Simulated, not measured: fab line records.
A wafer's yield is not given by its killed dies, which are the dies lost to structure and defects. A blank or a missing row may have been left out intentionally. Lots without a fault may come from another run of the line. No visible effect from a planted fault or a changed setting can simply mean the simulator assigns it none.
Chamber matching    flow gf180mcu    4 sister chambers for GF_STI_CMP_25 on cmp-01
The step polishes, stops on Si3N4, t overpolish 33 s, target thk 524.6 nm. 4 wafers are shown with their chamber, then 7 later ones without.

== WAFERS, EACH WITH ITS CHAMBER ==
wafer   chamber  motor current A (A)
L183.4  2        12.4
L184.6  1        10.6
L185.1  3        11.4
L185.2  0        9.5

== WAFERS WITH NO CHAMBER GIVEN ==
wafer   motor current A (A)
L185.4  12.0
L191.1  11.1
L191.3  11.1
L191.5  9.8
L192.1  11.6
L192.2  12.2
L192.5  12.1

== THE CHAMBER EACH PASSED THROUGH ==
wafer   from the rows above      in truth
L185.4  can't be placed: 2 or 3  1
L191.1  can't be placed: 3 or 1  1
L191.3  can't be placed: 3 or 1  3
L191.5  can't be placed: 0 or 1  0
L192.1  3                        3
L192.2  2                        2
L192.5  can't be placed: 2 or 3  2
Placed correctly: 2 of 7. Cannot be placed on the basis of these rows: 5; the candidates contain the true chamber in 4. 0 placed wrongly.
How it was worked out, from the rows above alone: a wafer's distance from a chamber is the root of the sum, over the readings, of the square of ((its reading less the chamber's mean) divided by the reading's scatter). If the next closest chamber is less than 2 further off than the closest, the wafer can't be placed; otherwise it belongs to the closest. For every chamber, the mean is computed from those of its wafers that are shown. The scatter: with one shown wafer a chamber, the root of the mean of the squares of how far each hidden wafer lies from its nearest shown one.
